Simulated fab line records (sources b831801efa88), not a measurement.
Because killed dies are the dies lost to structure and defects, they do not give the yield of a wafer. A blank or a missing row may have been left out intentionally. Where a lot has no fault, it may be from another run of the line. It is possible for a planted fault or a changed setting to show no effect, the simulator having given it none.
fab line records -- flow sky130
[record] lots = 6, wafers = 18, lastDay = 50
route steps=708 shown FIELD_ISO@1 PAD_OPEN@708
lots with no fault: from the same line, run without faults
startH: hours from the record's first day to the start of the lot's first wafer shown -- waitH: hours from the lot's prior step to this one -- " repeats the value in the row above -- L1.1+2: a row that stands for several wafers -- - no value present, or no start provided -- * or withheld: withheld -- < > ~ a bound
route shown NAME@n: NAME is a module with steps in the file, n the number in the route of the first one -- usual: mean/standard deviation of fault-free wafers -- same: alike in all rows -- chamber/n: place in a boat -- sites: per-site readings -- _std_site: standard deviation across them -- _edge_site: inner sites' mean taken away from outer sites' mean -- radiusMm: how far each site lies from the wafer's centre -- mask NAME#n: copy n -- behind: the tool/chamber that last shaped the wafer -- hold: why the lot went on hold/how many hours it stayed there/how the hold came to an end -- device: the n, p or np transistor that did not switch -- end of line: at the end of the route, the tests of the same wafers -- step lacking rows: just its recipe -- killed: at the first sort, the dies lost to defects and structure; wafer yield is something else -- map: the dies of a wafer, with x for killed, . for not killed, _ for no die there
set.NAME: the run value of the setting; set.NAME@STEP: its run value at that earlier step -- model.NAME: the simulator's own value behind a step, which no gauge read
certain route steps with their lots: each step a table, each wafer a row
services: when a tool's chamber went out of use (startH, in hours from the record's first day, below 0 if earlier), for how many hours, and the reason
[[steps]]
[step SKY_FIELD_ISO_BOW_MEAS_00]
[recipe] mode = bow
[usual] INCOMING_BOW = -1/5.9
lot.wafer,tool,chamber,startH,waitH,INCOMING_BOW[um]
L411.1,filmMetro-03,-,15.00,-,3
L411.4,filmMetro-03,-,15.00,-,-6
L411.5,filmMetro-03,-,15.00,-,7
L415.1,filmMetro-01,-,35.00,-,-4
L415.3,filmMetro-01,-,35.00,-,-10
L415.6,filmMetro-01,-,35.00,-,-8
L417.1,filmMetro-04,-,45.00,-,-1
L417.2,filmMetro-04,-,45.00,-,2
L417.6,filmMetro-04,-,45.00,-,1
L418.1,filmMetro-04,-,50.00,-,5
L418.2,filmMetro-04,-,50.00,-,3
L418.3,filmMetro-04,-,50.00,-,-1
L420.1,filmMetro-01,-,60.00,-,2
L420.2,filmMetro-01,-,60.00,-,1
L420.4,filmMetro-01,-,60.00,-,-5
L433.3,filmMetro-04,-,125.04,-,-2
L433.5,filmMetro-04,-,125.04,-,-3
L433.6,filmMetro-04,-,125.04,-,-5
[step SKY_FIELD_ISO_OXIDATION_01]
[recipe] tempC = 892.3, ambient = O2, stabiliseS = 600, purgeS = 300, targetThkA = 120, oxTimeS = 1843
[step SKY_FIELD_ISO_THK_MEAS_02]
[recipe] reads = SiO2_of_FIELD_ISO_OXIDATION_01
[usual] FIELD_ISO_OXIDATION_00_THK = 11.07/0.23
lot.wafer,tool,chamber,startH,waitH,FIELD_ISO_OXIDATION_00_THK[nm]
L411.1,filmMetro-04,-,17.00,0.0,10.93
L411.4,filmMetro-04,-,17.00,0.0,11.12
L411.5,filmMetro-04,-,17.00,0.0,10.87
L415.1,filmMetro-04,-,39.50,0.0,11.21
L415.3,filmMetro-04,-,39.50,0.0,11.41
L415.6,filmMetro-04,-,39.50,0.0,11.37
L417.1,filmMetro-03,-,47.68,0.0,11.33
L417.2,filmMetro-03,-,47.68,0.0,11.36
L417.6,filmMetro-03,-,47.68,0.0,11.34
L418.1,filmMetro-04,-,53.66,0.0,10.97
L418.2,filmMetro-04,-,53.66,0.0,10.77
L418.3,filmMetro-04,-,53.66,0.0,10.94
L420.1,filmMetro-04,-,61.63,0.0,11.17
L420.2,filmMetro-04,-,61.63,0.0,11.27
L420.4,filmMetro-04,-,61.63,0.0,11.23
L433.3,filmMetro-03,-,126.65,0.0,11.03
L433.5,filmMetro-03,-,126.65,0.0,11.23
L433.6,filmMetro-03,-,126.65,0.0,11.19
[step SKY_FIELD_ISO_CVD_03]
[recipe] material = Si3N4, precursor = DCS/NH3, targetThkNm = 165, tempC = 770, timeS = 2830, pressureMtorr = 250
[step SKY_FIELD_ISO_THK_MEAS_04]
[recipe] reads = Si3N4_of_FIELD_ISO_CVD_03
[usual] FIELD_ISO_CVD_03_THK = 165.4/1.5
lot.wafer,tool,chamber,startH,waitH,FIELD_ISO_CVD_03_THK[nm]
L411.1,filmMetro-04,-,19.04,0.0,166.8
L411.4,filmMetro-04,-,19.04,0.0,167.0
L411.5,filmMetro-04,-,19.04,0.0,166.2
L415.1,filmMetro-03,-,41.34,0.0,166.0
L415.3,filmMetro-03,-,41.34,0.0,165.8
L415.6,filmMetro-03,-,41.34,0.0,166.0
L417.1,filmMetro-04,-,49.53,0.0,162.4
L417.2,filmMetro-04,-,49.53,0.0,162.0
L417.6,filmMetro-04,-,49.53,0.0,162.9
L418.1,filmMetro-03,-,56.09,0.0,166.1
L418.2,filmMetro-03,-,56.09,0.0,166.2
L418.3,filmMetro-03,-,56.09,0.0,166.9
L420.1,filmMetro-03,-,63.48,0.0,163.5
L420.2,filmMetro-03,-,63.48,0.0,164.0
L420.4,filmMetro-03,-,63.48,0.0,163.8
L433.3,filmMetro-01,-,129.11,0.0,167.8
L433.5,filmMetro-01,-,129.11,0.0,167.0
L433.6,filmMetro-01,-,129.11,0.0,166.9
[step SKY_FIELD_ISO_DEHYDRATE_05]
[recipe] tempC = 200, timeS = 60
[step SKY_FIELD_ISO_HMDS_06]
[recipe] primeTimeS = 60, primeTempC = 120
[step SKY_FIELD_ISO_COAT_07]
[recipe] resist = BARC, tempC = withheld, timeS = withheld, spinRpm = 3000, resistThkNm = 60
[step SKY_FIELD_ISO_COAT_08]
[recipe] resist = KrF-thick, spinRpm = 3000, resistThkNm = 450
[step SKY_FIELD_ISO_SOFTBAKE_09]
[recipe] tempC = 100, timeS = 90, resist = KrF-thick
[step SKY_FIELD_ISO_EXPOSE_10]
[recipe] maskId = FOM, na = 0.68, sourceShape = annular, sigmaInner = 0.4, sigmaOuter = 0.8, targetCdNm = 150, doseMj = 28
lot.wafer,tool,chamber,startH,waitH,mask
L411.1+4+5,krfScanner-01,0,26.74,-,FOM#0
L415.1+3+6,krfScanner-01,0,49.31,-,FOM#0
L417.1+2+6,krfScanner-02,0,57.51,-,FOM#0
L418.1+2+3,krfScanner-01,0,64.91,-,FOM#0
L420.1+2+4,krfScanner-01,0,71.31,-,FOM#0
L433.3+5+6,krfScanner-02,0,138.72,-,FOM#0
[step SKY_FIELD_ISO_PEB_11]
[recipe] pebTempC = withheld, pebTimeS = withheld, resist = KrF-thick
[step SKY_FIELD_ISO_DEVELOP_12]
[recipe] developTimeS = 60, resist = KrF-thick, devTempC = 21
[step SKY_FIELD_ISO_CD_MEAS_13]
[recipe] targetCdNm = 150
[usual] cdNm = 149.4/1.6
lot.wafer,tool,chamber,startH,waitH,hold,cdNm
L411.1,cdSem-01,-,33.74,-,-,144.5
L411.4,cdSem-01,-,33.74,-,-,146.9
L411.5,cdSem-01,-,33.74,-,-,146.0
L415.1,cdSem-01,-,56.59,-,-,149.7
L415.3,cdSem-01,-,56.59,-,-,148.7
L415.6,cdSem-01,-,56.59,-,-,149.6
L417.1,cdSem-02,-,65.68,-,-,149.2
L417.2,cdSem-02,-,65.68,-,-,150.3
L417.6,cdSem-02,-,65.68,-,-,149.2
L418.1,cdSem-02,-,72.89,-,awaitDispo/0.2h/release,114.3
L418.2,cdSem-02,-,72.89,-,awaitDispo/0.2h/release,127.0
L418.3,cdSem-02,-,72.89,-,awaitDispo/0.2h/release,108.0
L418.1,cdSem-02,-,73.17,0.3,-,114.2
L418.2,cdSem-02,-,73.17,0.3,-,127.0
L418.3,cdSem-02,-,73.17,0.3,-,108.1
L420.1,cdSem-01,-,80.04,-,awaitDispo/0.2h/release,116.9
L420.2,cdSem-01,-,80.04,-,awaitDispo/0.2h/release,133.4
L420.4,cdSem-01,-,80.04,-,awaitDispo/0.2h/release,90.9
L420.1,cdSem-01,-,80.32,0.3,-,117.3
L420.2,cdSem-01,-,80.32,0.3,-,133.5
L420.4,cdSem-01,-,80.32,0.3,-,90.8
L433.3,cdSem-01,-,148.28,-,-,152.2
L433.5,cdSem-01,-,148.28,-,-,150.8
L433.6,cdSem-01,-,148.28,-,-,151.8
[step SKY_FIELD_ISO_ETCH_14]
[recipe] chemistry = N2/H2, target = BARC, ionEnergyEv = 200, sourceW = 500, biasW = 100, pressureMtorr = 30, n2FlowSccm = 100, h2FlowSccm = 200, stopOn = SiO2, timeS = 45.9, targetDepthA = 600
[usual] drypumpMotorCurrentA = 5.8/0.31, oesProductAu = 0.855/0.0043, rfFwdPowerW = 495.2/2.4, throttleValvePct = 13.223/0.0092
[same] timeS = 45.9
lot.wafer,tool,chamber,startH,waitH,hold,drypumpMotorCurrentA,oesProductAu,rfFwdPowerW,rfHoursCounterH,throttleValvePct,model.FIELD_ISO.cdNm
L411.1,rieDiel-02,2,33.86,0.1,-,5.8,0.854,499.3,43,13.219,144.8
L411.4,rieDiel-02,1,33.86,0.1,-,5.9,0.859,496.1,1,13.228,146.1
L411.5,rieDiel-02,2,33.86,0.1,-,5.8,0.857,495.2,-,13.224,145.8
L415.1,rieDiel-04,3,56.71,0.1,-,5.4,0.860,495.5,4,13.229,150.3
L415.3,rieDiel-04,0,56.71,0.1,-,5.7,0.850,496.3,67,13.228,148.9
L415.6,rieDiel-04,0,56.71,0.1,-,5.6,0.850,495.2,-,13.233,150
L417.1,rieDiel-01,2,65.80,0.1,-,5.4,0.862,496.7,65,13.227,149.5
L417.2,rieDiel-01,3,65.80,0.1,-,6.0,0.857,493.0,6,13.213,151.3
L417.6,rieDiel-01,2,65.80,0.1,-,5.4,0.851,496.0,-,13.214,149.4
L418.1,rieDiel-01,3,76.41,3.2,awaitDispo/3.1h/release,6.0,0.858,490.7,6,13.226,114.8
L418.2,rieDiel-01,2,76.41,3.2,awaitDispo/3.1h/release,5.5,0.853,498.4,65,13.234,127
L418.3,rieDiel-01,0,76.41,3.2,awaitDispo/3.1h/release,5.5,0.853,499.7,112,13.232,108.2
L420.1,rieDiel-02,1,82.48,2.1,awaitDispo/2.0h/release,5.9,0.860,494.7,1,13.222,116.5
L420.2,rieDiel-02,3,82.48,2.1,awaitDispo/2.0h/release,5.3,0.854,495.7,114,13.229,133.7
L420.4,rieDiel-02,2,82.48,2.1,awaitDispo/2.0h/release,5.8,0.855,495.2,44,13.225,89.97
L433.3,rieDiel-01,2,148.36,0.1,-,5.5,0.852,496.9,66,13.226,152.5
L433.5,rieDiel-01,3,148.36,0.1,-,6.0,0.856,491.4,-,13.210,151.3
L433.6,rieDiel-01,2,148.36,0.1,-,5.5,0.854,498.0,-,13.222,150.9
[step SKY_FIELD_ISO_ETCH_15]
[recipe] chemistry = CHF3/O2, targetDepthNm = 180, stopOn = Si, sourceW = 600, biasW = 200, pressureMtorr = 40, chf3FlowSccm = 50, O2_flow_sccm = 5, timeS = 72
[usual] chf3FlowSccm = 50.01/0.14, drypumpMotorCurrentA = 5.7/0.31, oesProductAu = 0.947/0.0064, rfFwdPowerW = 595.6/2.4, throttleValvePct = 8.845/0.0097
[same] timeS = 72
lot.wafer,tool,chamber,startH,waitH,chf3FlowSccm,drypumpMotorCurrentA,oesProductAu,rfFwdPowerW,rfHoursCounterH,throttleValvePct
L411.1,rieDiel-02,2,33.90,0.0,50.02,5.8,0.955,596.8,43,8.844
L411.4,rieDiel-02,1,33.90,0.0,50.20,5.9,0.958,596.0,1,8.838
L411.5,rieDiel-02,2,33.90,0.0,50.14,5.8,0.947,597.3,-,8.850
L415.1,rieDiel-04,3,56.75,0.0,50.00,5.4,0.956,594.8,4,8.858
L415.3,rieDiel-04,0,56.75,0.0,50.08,5.6,0.954,596.1,67,8.844
L415.6,rieDiel-04,0,56.75,0.0,50.00,5.6,0.940,596.8,-,8.843
L417.1,rieDiel-01,2,65.84,0.0,50.09,5.5,0.941,597.6,65,8.840
L417.2,rieDiel-01,3,65.84,0.0,49.98,6.0,0.938,593.4,6,8.844
L417.6,rieDiel-01,2,65.84,0.0,50.20,5.4,0.928,597.9,-,8.833
L418.1,rieDiel-01,3,76.46,0.0,50.14,6.0,0.944,589.1,6,8.859
L418.2,rieDiel-01,2,76.46,0.0,49.76,5.4,0.954,600.0,65,8.844
L418.3,rieDiel-01,0,76.46,0.0,49.86,5.5,0.956,601.6,112,8.847
L420.1,rieDiel-02,1,82.53,0.0,49.96,5.9,0.936,594.9,1,8.855
L420.2,rieDiel-02,3,82.53,0.0,49.82,5.3,0.952,595.5,114,8.843
L420.4,rieDiel-02,2,82.53,0.0,49.92,5.8,0.943,595.0,44,8.833
L433.3,rieDiel-01,2,148.40,0.0,50.11,5.5,0.955,598.6,67,8.852
L433.5,rieDiel-01,3,148.40,0.0,50.18,6.0,0.949,594.2,-,8.836
L433.6,rieDiel-01,2,148.40,0.0,50.27,5.4,0.953,597.9,-,8.844
[step SKY_FIELD_ISO_STRIP_16]
[recipe] chemistry = O2/N2, powerW = 1400, pressureMtorr = 1500, platenTempC = withheld, o2FlowSccm = 3000, n2FlowSccm = 300, overashFraction = 0.5
[usual] drypumpMotorCurrentA = 6.0/0.51, oesProductAu = 0.378/0.0046, stripTimeToEndpointS = 3.55/0.034
lot.wafer,tool,chamber,startH,waitH,drypumpMotorCurrentA,oesProductAu,rfHoursCounterH,stripTimeToEndpointS
L411.1,plasmaAsher-04,0,33.95,0.0,5.4,0.372,35,3.56
L411.4,plasmaAsher-04,0,33.95,0.0,5.4,0.385,-,3.56
L411.5,plasmaAsher-04,0,33.95,0.0,5.4,0.380,-,3.54
L415.1,plasmaAsher-03,0,56.80,0.0,6.4,0.377,40,3.57
L415.3,plasmaAsher-03,0,56.80,0.0,6.4,0.378,-,3.49
L415.6,plasmaAsher-03,0,56.80,0.0,6.4,0.381,-,3.51
L417.1,plasmaAsher-03,1,65.90,0.0,6.4,0.375,41,3.58
L417.2,plasmaAsher-03,0,65.90,0.0,6.4,0.380,41,3.54
L417.6,plasmaAsher-03,1,65.90,0.0,6.4,0.371,-,3.55
L418.1,plasmaAsher-02,0,76.62,0.1,5.5,0.375,38,3.54
L418.2,plasmaAsher-02,1,76.62,0.1,5.9,0.381,38,3.57
L418.3,plasmaAsher-02,1,76.62,0.1,5.9,0.377,-,3.56
L420.1,plasmaAsher-04,1,82.68,0.1,6.7,0.383,40,3.57
L420.2,plasmaAsher-04,0,82.68,0.1,5.4,0.375,40,3.51
L420.4,plasmaAsher-04,1,82.68,0.1,6.7,0.377,-,3.57
L433.3,plasmaAsher-02,0,148.49,0.1,5.5,0.380,-,3.54
L433.5,plasmaAsher-02,0,148.49,0.1,5.5,0.378,-,3.54
L433.6,plasmaAsher-02,1,148.49,0.1,6.0,0.371,-,3.57
[step SKY_FIELD_ISO_ETCH_17]
[recipe] targetDepthA = 3420, maskMaterial = Si3N4, chemistry = HBr/Cl2/O2, target = Si, taperDeg = 5, icpW = 600, biasW = 150, pressureMtorr = 15, HBr_flow_sccm = 150, Cl2_flow_sccm = 40, O2_flow_sccm = 6, timeS = 97.7
[usual] drypumpMotorCurrentA = 5.35/0.25, oesProductAu = 1.002/0.0078, rfFwdPowerW = 595.8/2.2, throttleValvePct = 25.655/0.0094
[same] timeS = 97.7
lot.wafer,tool,chamber,startH,waitH,drypumpMotorCurrentA,oesProductAu,rfFwdPowerW,rfHoursCounterH,throttleValvePct,model.FIELD_ISO.cdNm
L411.1,rieSi-02,2,34.05,0.1,5.50,1.007,597.8,110,25.671,145.4
L411.4,rieSi-02,1,34.05,0.1,5.59,1.009,600.9,84,25.650,146.9
L411.5,rieSi-02,2,34.05,0.1,5.48,1.014,597.6,-,25.652,147.1
L415.1,rieSi-01,1,56.90,0.1,5.62,1.002,593.8,73,25.642,149
L415.3,rieSi-01,2,56.90,0.1,5.14,0.994,593.9,47,25.662,148.8
L415.6,rieSi-01,0,56.90,0.1,4.99,0.979,595.7,-,25.651,150.3
L417.1,rieSi-02,3,66.00,0.1,5.59,0.983,594.4,74,25.665,148.4
L417.2,rieSi-02,0,66.00,0.1,5.04,1.007,596.5,64,25.659,152.3
L417.6,rieSi-02,0,66.00,0.1,5.04,1.012,593.3,-,25.660,149.5
L418.1,rieSi-02,2,76.72,0.1,5.45,1.005,598.8,111,25.648,116.5
L418.2,rieSi-02,0,76.72,0.1,5.03,1.008,597.4,64,25.657,127.6
L418.3,rieSi-02,3,76.72,0.1,5.59,1.006,593.8,74,25.663,108
L420.1,rieSi-01,2,82.78,0.1,5.16,0.998,593.6,47,25.655,117.7
L420.2,rieSi-01,0,82.78,0.1,4.99,1.000,595.9,75,25.647,133.1
L420.4,rieSi-01,1,82.78,0.1,5.60,1.012,594.1,74,25.657,91.18
L433.3,rieSi-01,1,148.55,0.0,5.60,1.006,591.8,74,25.647,151.5
L433.5,rieSi-01,1,148.55,0.0,5.62,1.001,593.8,-,25.647,152.6
L433.6,rieSi-01,0,148.55,0.0,4.99,0.983,600.8,-,25.665,149.8
[step SKY_FIELD_ISO_WET_ETCH_18]
[recipe] chemistry = H3PO4, targetDepthNm = 25, tempC = 160, target = Si3N4, timeS = 286
[step SKY_PAD_OPEN_PROBE_99]
[usual] killed_at_M0_to_M3 = 45/6.8, killed_at_M4_up = 3.0/1.7, killedAtContacts = 25/5.7, killedAtFrontEnd = 15/4.6, killedAtOther = 0.3/0.66, killedDies = 88/9.5, killedOnRim = 17/3.6, killedOpen = 48/7.3, killedShort = 39/6.5
[same] grossDies = 492, killedAtBackSide = 0
lot.wafer,tool,chamber,startH,waitH,hold,killed_at_M0_to_M3,killed_at_M4_up,killedAtContacts,killedAtFrontEnd,killedAtOther,killedDies,killedOnRim,killedOpen,killedShort
L411.1,prober-02,-,1081.84,0.1,-,56,4,32,7,0,99,11,57,42
L411.4,prober-02,-,1081.99,0.2,-,53,1,24,16,0,94,18,59,35
L411.5,prober-02,-,1082.04,0.2,-,45,2,24,19,0,90,16,44,46
L415.1,prober-01,-,1108.15,0.1,-,52,0,30,17,0,99,20,51,48
L415.3,prober-01,-,1108.25,0.2,-,46,3,27,21,0,97,17,52,45
L415.6,prober-01,-,1108.40,0.2,-,46,4,19,17,1,87,20,50,37
L417.1,prober-01,-,1119.95,0.1,-,43,3,29,25,1,101,25,48,50
L417.2,prober-01,-,1120.00,0.1,-,42,5,19,15,0,81,17,46,35
L417.6,prober-01,-,1120.20,0.2,-,37,2,28,6,2,75,15,42,31
L418.1,prober-02,-,1126.40,0.1,awaitDispo/3.7h/scrap,38,4,22,405,1,470,81,47,37
L418.2,prober-02,-,1126.45,0.1,awaitDispo/3.7h/scrap,58,0,19,102,0,179,18,52,40
L418.3,prober-02,-,1126.50,0.2,awaitDispo/3.7h/scrap,40,2,23,427,0,492,96,49,36
L420.1,prober-02,-,1133.27,0.1,awaitDispo/1.8h/scrap,48,2,22,385,0,457,71,49,36
L420.2,prober-02,-,1133.32,0.1,awaitDispo/1.8h/scrap,37,5,30,21,0,93,26,47,39
L420.4,prober-02,-,1133.42,0.2,awaitDispo/1.8h/scrap,38,3,26,425,0,492,96,43,39
L433.3,prober-02,-,1205.91,0.2,-,50,5,32,10,1,98,17,50,48
L433.5,prober-02,-,1206.01,0.2,-,30,1,30,28,0,89,19,52,37
L433.6,prober-02,-,1206.06,0.2,-,48,1,23,16,0,88,20,41,47
// killed by level:class
L411.1 VIA1:geometricParticle:open=20 CONTACT:geometricParticle:open=12 VIA1:geometricParticle:short=11 LI_CONTACT:geometricParticle:open=9 VIA2:geometricParticle:open=7 LOCAL_INTERCONNECT:geometricParticle:short=5 CONTACT:geometricParticle:short=5 METAL1:geometricParticle:short=5
L411.4 VIA1:geometricParticle:open=14 LI_CONTACT:geometricParticle:open=11 VIA2:geometricParticle:open=9 METAL2:geometricParticle:short=8 VIA3:geometricParticle:open=7 CONTACT:geometricParticle:open=6 METAL1:geometricParticle:short=5 LOCAL_INTERCONNECT:geometricParticle:short=4
L411.5 VIA1:geometricParticle:open=11 CONTACT:geometricParticle:open=10 FIELD_ISO:geometricParticle:short=7 METAL2:geometricParticle:short=6 LI_CONTACT:geometricParticle:open=6 VIA2:geometricParticle:short=6 VIA2:geometricParticle:open=6 LI_CONTACT:geometricParticle:short=5
L415.1 VIA1:geometricParticle:open=10 VIA2:geometricParticle:open=8 CONTACT:geometricParticle:open=8 METAL2:geometricParticle:short=7 LI_CONTACT:geometricParticle:open=7 CONTACT:geometricParticle:short=7 VIA3:geometricParticle:short=6 VIA3:geometricParticle:open=6
L415.3 LI_CONTACT:geometricParticle:open=9 CONTACT:geometricParticle:open=8 VIA1:geometricParticle:open=8 VIA1:geometricParticle:short=7 VIA2:geometricParticle:open=7 POLY_GATE:geometricParticle:open=5 CONTACT:geometricParticle:short=5 VIA2:geometricParticle:short=5
L415.6 VIA1:geometricParticle:open=9 VIA1:geometricParticle:short=8 VIA2:geometricParticle:open=8 FIELD_ISO:geometricParticle:open=5 POLY_GATE:geometricParticle:open=5 CONTACT:geometricParticle:short=5 LI_CONTACT:geometricParticle:open=5 CONTACT:geometricParticle:open=5
L417.1 CONTACT:geometricParticle:open=13 METAL2:geometricParticle:short=9 VIA1:geometricParticle:open=7 FIELD_ISO:geometricParticle:open=6 VIA3:geometricParticle:open=6 POLY_GATE:geometricParticle:short=5 LI_CONTACT:geometricParticle:short=5 LI_CONTACT:geometricParticle:open=5
L417.2 VIA1:geometricParticle:open=9 LI_CONTACT:geometricParticle:open=7 CONTACT:geometricParticle:open=6 VIA3:geometricParticle:short=6 FIELD_ISO:geometricParticle:open=5 VIA3:geometricParticle:open=5 METAL4:geometricParticle:short=5 FIELD_ISO:geometricParticle:short=4
L417.6 LI_CONTACT:geometricParticle:open=12 VIA1:geometricParticle:open=8 VIA2:geometricParticle:open=7 CONTACT:geometricParticle:open=6 LI_CONTACT:geometricParticle:short=5 METAL2:geometricParticle:short=5 METAL1:geometricParticle:short=4 VIA1:geometricParticle:short=4
L418.1 FIELD_ISO:areaExpose=386 CONTACT:geometricParticle:open=9 VIA2:geometricParticle:open=7 FIELD_ISO:geometricParticle:short=6 FIELD_ISO:geometricParticle:open=6 VIA1:geometricParticle:open=6 VIA1:geometricParticle:short=6 POLY_GATE:geometricParticle:open=5
L418.2 FIELD_ISO:areaExpose=84 VIA2:geometricParticle:open=12 VIA1:geometricParticle:open=10 METAL2:geometricParticle:short=8 CONTACT:geometricParticle:open=8 FIELD_ISO:geometricParticle:short=7 VIA3:geometricParticle:open=7 VIA1:geometricParticle:short=6
L418.3 FIELD_ISO:areaExpose=407 CONTACT:geometricParticle:open=10 VIA3:geometricParticle:open=8 FIELD_ISO:geometricParticle:open=7 POLY_GATE:geometricParticle:open=6 VIA1:geometricParticle:open=6 METAL2:geometricParticle:short=6 CONTACT:geometricParticle:short=5
L420.1 FIELD_ISO:areaExpose=372 VIA1:geometricParticle:open=11 CONTACT:geometricParticle:open=9 VIA3:geometricParticle:open=8 VIA2:geometricParticle:open=7 LI_CONTACT:geometricParticle:open=6 METAL2:geometricParticle:short=6 VIA1:geometricParticle:short=5
L420.2 CONTACT:geometricParticle:open=10 LI_CONTACT:geometricParticle:open=7 VIA1:geometricParticle:open=7 VIA2:geometricParticle:open=6 FIELD_ISO:areaExpose=6 FIELD_ISO:geometricParticle:short=5 LOCAL_INTERCONNECT:geometricParticle:short=5 LI_CONTACT:geometricParticle:short=4
L420.4 FIELD_ISO:areaExpose=409 CONTACT:geometricParticle:open=12 METAL1:geometricParticle:short=10 VIA3:geometricParticle:open=8 LI_CONTACT:geometricParticle:open=6 VIA1:geometricParticle:short=6 FIELD_ISO:geometricParticle:open=4 POLY_GATE:geometricParticle:short=4
L433.3 CONTACT:geometricParticle:open=10 VIA1:geometricParticle:open=10 LI_CONTACT:geometricParticle:open=9 VIA2:geometricParticle:open=9 METAL1:geometricParticle:short=7 VIA1:geometricParticle:short=7 LOCAL_INTERCONNECT:geometricParticle:short=6 VIA2:geometricParticle:short=5
L433.5 CONTACT:geometricParticle:open=14 POLY_GATE:geometricParticle:open=12 VIA3:geometricParticle:open=7 LI_CONTACT:geometricParticle:short=6 VIA1:geometricParticle:open=6 FIELD_ISO:geometricParticle:short=5 POLY_GATE:geometricParticle:short=5 CONTACT:geometricParticle:short=4
L433.6 METAL1:geometricParticle:short=11 VIA1:geometricParticle:open=9 LI_CONTACT:geometricParticle:open=7 METAL2:geometricParticle:short=7 LOCAL_INTERCONNECT:geometricParticle:short=6 CONTACT:geometricParticle:open=6 VIA3:geometricParticle:open=6 POLY_GATE:geometricParticle:short=5
// map L418.3 (x killed, . not)
__________xxxxxxxxxx_________
________xxxxxxxxxxxxxx_______
______xxxxxxxxxxxxxxxxxx_____
_____xxxxxxxxxxxxxxxxxxxx____
____xxxxxxxxxxxxxxxxxxxxxx___
___xxxxxxxxxxxxxxxxxxxxxxxx__
__xxxxxxxxxxxxxxxxxxxxxxxxxx_
_xxxxxxxxxxxxxxxxxxxxxxxxxxxx
_xxxxxxxxxxxxxxxxxxxxxxxxxxxx
_xxxxxxxxxxxxxxxxxxxxxxxxxxxx
_xxxxxxxxxxxxxxxxxxxxxxxxxxxx
_xxxxxxxxxxxxxxxxxxxxxxxxxxxx
_xxxxxxxxxxxxxxxxxxxxxxxxxxxx
_xxxxxxxxxxxxxxxxxxxxxxxxxxxx
_xxxxxxxxxxxxxxxxxxxxxxxxxxxx
__xxxxxxxxxxxxxxxxxxxxxxxxxx_
___xxxxxxxxxxxxxxxxxxxxxxxx__
____xxxxxxxxxxxxxxxxxxxxxx___
_____xxxxxxxxxxxxxxxxxxxx____
______xxxxxxxxxxxxxxxxxx_____
________xxxxxxxxxxxxxx_______
__________xxxxxxxxxx_________
// map L420.4 (x killed, . not)
__________xxxxxxxxxx_________
________xxxxxxxxxxxxxx_______
______xxxxxxxxxxxxxxxxxx_____
_____xxxxxxxxxxxxxxxxxxxx____
____xxxxxxxxxxxxxxxxxxxxxx___
___xxxxxxxxxxxxxxxxxxxxxxxx__
__xxxxxxxxxxxxxxxxxxxxxxxxxx_
_xxxxxxxxxxxxxxxxxxxxxxxxxxxx
_xxxxxxxxxxxxxxxxxxxxxxxxxxxx
_xxxxxxxxxxxxxxxxxxxxxxxxxxxx
_xxxxxxxxxxxxxxxxxxxxxxxxxxxx
_xxxxxxxxxxxxxxxxxxxxxxxxxxxx
_xxxxxxxxxxxxxxxxxxxxxxxxxxxx
_xxxxxxxxxxxxxxxxxxxxxxxxxxxx
_xxxxxxxxxxxxxxxxxxxxxxxxxxxx
__xxxxxxxxxxxxxxxxxxxxxxxxxx_
___xxxxxxxxxxxxxxxxxxxxxxxx__
____xxxxxxxxxxxxxxxxxxxxxx___
_____xxxxxxxxxxxxxxxxxxxx____
______xxxxxxxxxxxxxxxxxx_____
________xxxxxxxxxxxxxx_______
__________xxxxxxxxxx_________
[[services]]
tool,chamber,startH,hours,kind
krfScanner-02,-,4.31,3.6,pm
rieDiel-01,1,6.98,13.6,repair
krfScanner-02,-,7.86,1.0,pm
krfScanner-01,0,11.96,-,calibration
krfScanner-01,-,16.56,0.8,pm
krfScanner-01,-,20.83,0.8,pm
krfScanner-01,-,35.55,4.4,pm
rieSi-02,2,57.74,8.0,repair
rieSi-02,1,58.81,29.7,repair
plasmaAsher-02,-,60.78,11.5,repair
krfScanner-02,-,61.76,0.8,pm
plasmaAsher-03,-,78.93,0.8,repair
rieDiel-01,2,81.84,4.6,repair
rieDiel-02,3,86.86,7.4,repair
krfScanner-01,-,90.71,1.0,pm
rieDiel-02,2,91.33,7.2,repair
rieDiel-02,0,93.08,12.4,repair
rieDiel-02,3,102.02,13.7,repair
rieDiel-01,1,103.01,5.3,repair
plasmaAsher-02,-,108.75,9.0,pm
rieSi-01,3,110.47,-,clean
rieSi-01,3,110.47,24.4,scheduledDown
rieSi-02,-,128.76,2.8,pm
plasmaAsher-02,-,142.49,4.2,repair
[[key]]
[firstSign] step = SKY_FIELD_ISO_CD_MEAS_13, reading = visit, direction = added
[effect] step = SKY_FIELD_ISO_CD_MEAS_13, reading = cdNm, direction = down, sigmas = 22, usual = 149.4, struck = 115.1
[effect] step = SKY_PAD_OPEN_PROBE_99, reading = killedAtFrontEnd, direction = up, sigmas = 61, usual = 15, struck = 294, wafersMoved = 5
[modelEffect] step = SKY_FIELD_ISO_ETCH_14, value = FIELD_ISO.cdNm, without = 152.1, struck = 115
[modelEffect] step = SKY_FIELD_ISO_ETCH_17, value = FIELD_ISO.cdNm, without = 152.7, struck = 115.7
[moreKillsBornAt] SKY_FIELD_ISO_EXPOSE_10@krfScanner-01 = 1664
metAt SKY_FIELD_ISO_EXPOSE_10
struckWafers L418.1,L418.2,L418.3,L420.1,L420.2,L420.4
laterRowsLeftOut L418.1,L418.3,L420.1,L420.4
testerLeftOut L418,L420
onsetBetween 49.31 64.91
[fault] kind = processParameterDrift, tool = krfScanner-01, chamber = -, onsetH = 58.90, steps = SKY_FIELD_ISO_EXPOSE_10, channel = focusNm, offset = 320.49, spreadByWafer = 0.3, shape = step, endH = 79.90
// testerLeftOut: of these lots the tester's yield and bins aren't shown, on N5 and GAA mostly nor the transistor test; their killed dies are dies lost to structure and defects alone, not to doping, threshold or leakage, so they don't give the yield
// laterRowsLeftOut: the simulator's readings of these wafers behind a module that went badly wrong aren't trusted and aren't shown, but for the sort
